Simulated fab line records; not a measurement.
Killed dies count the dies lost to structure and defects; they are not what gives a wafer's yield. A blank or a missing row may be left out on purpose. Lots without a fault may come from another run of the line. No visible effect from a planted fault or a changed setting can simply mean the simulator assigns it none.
Which of the tools did it? ; flow gf180mcu ; 18 wafers from 6 lots sampled at 3 of the route's 602 steps

WHAT THE GAUGES READ, wafer by wafer
GF_TOP_METAL_RS_MEAS_05: measurement is done with a four-point probe.
lot;measured;on;TOP_METAL_ALCU_RS (ohm/sq)
L807;day 28 00:02;film metro-03;0.0327 0.0332 0.0327
L809;day 28 13:17;film metro-03;0.0323 0.0325 0.0328
L811;day 29 01:36;film metro-02;0.0331 0.0330 0.0332
L813;day 29 22:00;film metro-04;0.0330 0.0330 0.0332
L825;day 32 22:27;film metro-03;0.0331 0.0325 0.0329
L828;day 33 11:28;film metro-04;0.0330 0.0327 0.0333

WHICH TOOL RAN EACH LOT (tool, then ch and the chambers of the sampled wafers, then the start)
lot;GF_SALICIDE_SPUTTER_03;GF_TOP_METAL_SPUTTER_00
L807;pvd sputter-03, day 15 21:34;pvd sputter-03, day 27 23:47
L809;pvd sputter-03, day 16 13:52;pvd sputter-03, day 28 13:02
L811;pvd sputter-01, day 17 04:59;pvd sputter-01, day 29 01:22
L813;pvd sputter-01, day 18 04:42;pvd sputter-03, day 29 21:44
L825;pvd sputter-01, day 22 08:12;pvd sputter-02, day 32 22:13
L828;pvd sputter-01, day 23 02:17;pvd sputter-02, day 33 11:15
- GF_SALICIDE_SPUTTER_03: material TiN, target thk 20 nm, time 16.7 s.
- GF_TOP_METAL_SPUTTER_00: material Ti, target thk 37.5 nm, time 150 s.

THE ANSWER, worked out from the rows above alone
Rule: the lots themselves supply what counts as usual. The widest of any qualifying gaps counts: lots, ordered by their means at a reading, are off when they make up no more than a third of the lots, leave a main group of 4 or more, and stand apart from it by 3 or more times the standard deviation of that group's means. A main group is skipped when, at the precision printed for the reading in the tables above, its means are all equal. A lot without any number at a reading at which 4 lots or more have one is off too. The other lots that the step has rows for count as sound.
Nothing can be told from this: no lot is off at any reading shown.

WHAT WAS PUT IN BY THE SIMULATOR
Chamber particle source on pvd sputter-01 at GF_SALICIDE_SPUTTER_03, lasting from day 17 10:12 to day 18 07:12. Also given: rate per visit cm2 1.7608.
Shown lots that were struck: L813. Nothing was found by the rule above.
